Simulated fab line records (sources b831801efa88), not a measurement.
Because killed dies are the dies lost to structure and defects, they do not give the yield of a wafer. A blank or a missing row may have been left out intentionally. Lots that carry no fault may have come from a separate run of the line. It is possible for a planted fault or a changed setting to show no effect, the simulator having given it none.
Matching of chambers + flow sky130 + SKY_CONTACT_CMP_04 on cmp-02: 4 sister chambers
The step polishes SiO2. 4 wafers are shown with their chamber, then 7 later ones without.

== WAFERS PAIRED WITH THEIR CHAMBERS ==
| wafer  | chamber | motor_current_A (A) |
|--------|---------|---------------------|
| L318.6 | 2       | 14.6                |
| L321.5 | 0       | 11.5                |
| L330.1 | 3       | 12.0                |
| L330.4 | 1       | 11.2                |

== WAFERS WHOSE CHAMBER IS MISSING ==
| wafer  | motor_current_A (A) |
|--------|---------------------|
| L330.5 | 11.2                |
| L331.2 | 11.6                |
| L331.4 | 11.0                |
| L331.5 | 11.4                |
| L332.1 | 15.4                |
| L332.3 | 11.4                |
| L332.5 | 12.7                |

== CHAMBER TAKEN BY EACH ==
| wafer  | from the rows above          | in truth |
|--------|------------------------------|----------|
| L330.5 | can't be placed: 1 or 0 or 3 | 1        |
| L331.2 | can't be placed: 0 or 1 or 3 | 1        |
| L331.4 | can't be placed: 1 or 0 or 3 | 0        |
| L331.5 | can't be placed: 0 or 1 or 3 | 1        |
| L332.1 | 2                            | 2        |
| L332.3 | can't be placed: 0 or 1 or 3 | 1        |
| L332.5 | can't be placed: 3 or 0 or 1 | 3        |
Correct placement for 1 of the 7. Can't be placed from these rows: 6 (the true chamber is among the candidates in 6). Number placed wrongly: 0.
How it was worked out, from the rows above alone: a wafer's distance from a chamber is the root of the sum, over the readings, of the square of ((its reading less the chamber's mean) divided by the reading's scatter). If the next closest chamber is less than 2 further off than the closest, the wafer can't be placed; otherwise it belongs to the closest. The mean given for a chamber averages the wafers shown for that chamber. The scatter: with one shown wafer a chamber, the root of the mean of the squares of how far each hidden wafer lies from its nearest shown one.
